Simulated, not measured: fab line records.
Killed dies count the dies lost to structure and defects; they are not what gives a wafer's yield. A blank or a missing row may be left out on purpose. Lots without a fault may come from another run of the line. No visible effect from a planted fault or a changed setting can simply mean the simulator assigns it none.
Problem report in the 8D (eight disciplines) form, filled by code / flow sky130 / the parts of the form that need people (team, actions taken, sign-off) are left out

## 1. PROBLEM STATEMENT
FIELD_ISO_CVD_03_THK at SKY_FIELD_ISO_THK_MEAS_04 reads a mean of 155.7 nm on 12 wafers of 4 lots; wafers without a fault read 166.3 nm with a standard deviation of 1.7. That puts it -6.3 standard deviations away from the usual mean.
Seen first at day 3 22:33 on film metro-04, wafer L621.3. The record holds 33 wafers of 11 lots with a number at this step. Rule for "out" (also "out of limits"): further than 4 standard deviations from the usual mean. The other wafers with a number count as sound.

## 2. WHAT IT IS; WHAT IT IS NOT
question=which readings at this step; is=FIELD_ISO_CVD_03_THK; is not=-
question=which lots; is=L621, L622, L623, L624; is not=L610, L611, L613, L614, L616, L619, L620
question=which wafers of those lots; is=all that have a number; is not=-
question=read on which gauges; is=film metro-02, film metro-03, film metro-04; is not=-
question=when; is=from day 3 22:33; is not=up to then (21 sound wafers)

## 3. THE SUSPECTS, EACH WITH WHAT RULES IT OUT
Counting: a tool at any process step up to the reading remains a suspect when it ran all the lots that are out and ran no sound lot after the first of those.
- the gauge at SKY_FIELD_ISO_THK_MEAS_04 has been ruled out. Those wafers that are out were read across 3 gauges (film metro-02, film metro-03, film metro-04).
- lpcvd-02 at SKY_FIELD_ISO_CVD_03 (deposits Si3N4 from DCS/NH3, target thk 165 nm, time 2830 s): kept. Every lot that is out went through it, starting with L621 (day 3 20:44), and after that it ran no sound lot; the last sound lot it ran before then is L620 (day 3 15:20). On those wafers its own readings are out: pressure mtorr.
Remaining after the count: lpcvd-02 at SKY_FIELD_ISO_CVD_03.

## 4. THE CAUSE (what the simulator had put in)
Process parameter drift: lpcvd-02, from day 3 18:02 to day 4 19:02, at SKY_FIELD_ISO_CVD_03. Setting pressure mtorr, moved by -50, from 250. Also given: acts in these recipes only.
Counting left only this tool.

## 5. SEQUENCE OF EFFECTS, ordered by route
Each row: a reading whose mean over the struck wafers that have a number lies more than 3 standard deviations from the usual. Scope: only readings with a usual standard deviation given in the record; hours: median across lots of the time from each lot's start at the first step in this table that gives one to its start at this step; sigmas: change in usual standard deviations.
hours=0; step=SKY_FIELD_ISO_CVD_03; reading=pressure mtorr; usual=250.1 mTorr; on struck wafers=200.0; change=-50.1; sigmas=-88
hours=2; step=SKY_FIELD_ISO_THK_MEAS_04; reading=FIELD_ISO_CVD_03_THK; usual=166.3 nm; on struck wafers=155.7; change=-10.6; sigmas=-6.3
hours=19; step=SKY_FIELD_ISO_ETCH_15; reading=oes product au; usual=0.950 a.u.; on struck wafers=0.913; change=-0.037; sigmas=-5.0
Process steps it contains:
- SKY_FIELD_ISO_CVD_03: deposits Si3N4 from DCS/NH3, target thk 165 nm, time 2830 s.
- SKY_FIELD_ISO_ETCH_15: etches the open film in CHF3/O2, stops on Si, target depth 180 nm, time 72 s.
Later measuring or inspecting steps at which every struck wafer that the step has a row for has a number for every such reading, and none has moved that far: SKY_VT_ADJUST_NCORE_CD_MEAS_07.

## 6. WHAT WOULD HAVE CAUGHT IT SOONER
5 hours passed between the start of the fault at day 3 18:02 and the first reading out of limits at a measuring or inspecting step in this record, taken at day 3 22:33.
Tool's own readings at SKY_FIELD_ISO_CVD_03, pressure mtorr: out on all struck wafers the step has rows for; an alarm limit on them would have tripped on the first.
Lots out: 4; of these, L622, L623, L624 started SKY_FIELD_ISO_CVD_03 on lpcvd-02 after day 3 22:33. A hold on the tool at that time would have spared those 3.
